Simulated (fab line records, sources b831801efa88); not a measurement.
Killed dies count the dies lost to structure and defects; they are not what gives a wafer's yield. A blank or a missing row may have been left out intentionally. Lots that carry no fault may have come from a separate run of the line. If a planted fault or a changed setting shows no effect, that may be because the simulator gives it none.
The same fault as seen by 2 desks || flow gf180mcu || numbers are kept per desk, each desk with only its own; the story behind them comes last

AT THE METROLOGY DESK
Means of the sampled wafers that have a number, per lot and without regard to the tool the lot ran on: this is what the gauges read. If a lot's mean is further than 4 standard deviations from the usual mean, the lot is out of limits and carries the mark OUT (the distance appears in the brackets).
Columns: A = MVPSD_TW at GF_MVPSD_TW_MEAS_11, usual 548; B = HV_LDD_02_OVL at GF_HV_LDD_OVL_MEAS_32, usual 0.2 nm; C = HV_LDD_3_TW at GF_HV_LDD_TW_MEAS_38, usual 1422; D = HV_LDD_RS at GF_HV_LDD_RS_MEAS_53, usual 417.9 ohm/sq
{"lot": "L639", "first seen here": "day 5 00:24", "A": 550, "B": 1.2, "C": 1418, "D": 418.4}
{"lot": "L640", "first seen here": "day 5 06:35", "A": 544, "B": -1.3, "C": 1421, "D": 417.5}
{"lot": "L642", "first seen here": "day 5 19:47", "A": 550, "B": 1.3, "C": 1421, "D": 417.3}
{"lot": "L643", "first seen here": "day 5 23:59", "A": 550, "B": 1.9, "C": 1417, "D": 417.8}
{"lot": "L647", "first seen here": "day 6 23:38", "A": 551, "B": -0.6, "C": 1436, "D": 414.4}
{"lot": "L649", "first seen here": "day 7 13:59", "A": 542, "B": 1.6, "C": 1436, "D": 415.0}
{"lot": "L654", "first seen here": "day 8 22:14", "A": 552, "B": 0.8, "C": 1427, "D": 417.2}
{"lot": "L656", "first seen here": "day 9 05:44", "A": 545, "B": 1.9, "C": 1427, "D": 417.2}
{"lot": "L658", "first seen here": "day 9 18:55", "A": 547, "B": 0.3, "C": 1405, "D": 417.2}
{"lot": "L659", "first seen here": "day 9 23:13", "A": 548, "B": 2.0, "C": 1404, "D": 417.7}
{"lot": "L660", "first seen here": "day 10 04:29", "A": 553, "B": -0.2, "C": 1432, "D": 419.5}
{"lot": "L662", "first seen here": "day 10 17:48", "A": 549, "B": -0.4, "C": 1429, "D": 417.0}
Finding of this desk: none of the 12 lots has anything out of limits.

THE TOOL OWNER'S DESK: implanter-03
GF_HV_LDD_IMPLANT_36, tool's own readings: per-lot mean of the sampled wafers with a number, covering each lot this tool ran. If a lot's mean is further than 4 standard deviations from the usual mean, the lot is out of limits and carries the mark OUT (the distance appears in the brackets).
Columns: A = beam-on-s at GF_HV_LDD_IMPLANT_36, usual 9.99 s; B = dose-ions-cm2 at GF_HV_LDD_IMPLANT_36, usual 7.499e+12; C = faraday-current-uA at GF_HV_LDD_IMPLANT_36, usual 42.4; D = rotation-deg at GF_HV_LDD_IMPLANT_36, usual 270.00 degrees
{"lot": "L639", "first seen here": "day 11 14:32", "A": 9.81, "B": 7.492e+12, "C": 43.1, "D": 270.05}
{"lot": "L640", "first seen here": "day 12 02:14", "A": 9.81, "B": 7.505e+12, "C": 43.0, "D": 270.01}
{"lot": "L643", "first seen here": "day 12 18:49", "A": 10.01, "B": 7.496e+12, "C": 42.3, "D": 270.05}
{"lot": "L647", "first seen here": "day 14 03:55", "A": "11.94 (+9.3) OUT", "B": 7.501e+12, "C": "36.5 (-6.9) OUT", "D": 270.03}
{"lot": "L649", "first seen here": "day 14 22:35", "A": "11.38 (+6.6) OUT", "B": 7.490e+12, "C": "38.5 (-4.6) OUT", "D": 269.94}
This desk's finding: out of limits on L647, L649; first on L647, day 14 03:55 (beam-on-s at GF_HV_LDD_IMPLANT_36). In limits: L639, L640, L643.

PUT TOGETHER
The tool owner's desk had the chance to raise an alarm at day 14 03:55 on L647, L649.
Nothing out of limits was seen by the metrology desk.
The metrology desk has L647, L649 on record, within its limits.
On implanter-03, each named lot ran GF_HV_LDD_IMPLANT_36.

WHAT WAS PUT IN BY THE SIMULATOR
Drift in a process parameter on implanter-03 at GF_HV_LDD_IMPLANT_36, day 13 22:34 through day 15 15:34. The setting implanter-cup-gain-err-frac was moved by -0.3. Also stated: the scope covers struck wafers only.
Shown lots that were struck: L647, L649.
Each desk's first reading out of limits, in hours after the fault started: the tool owner's desk, 5.
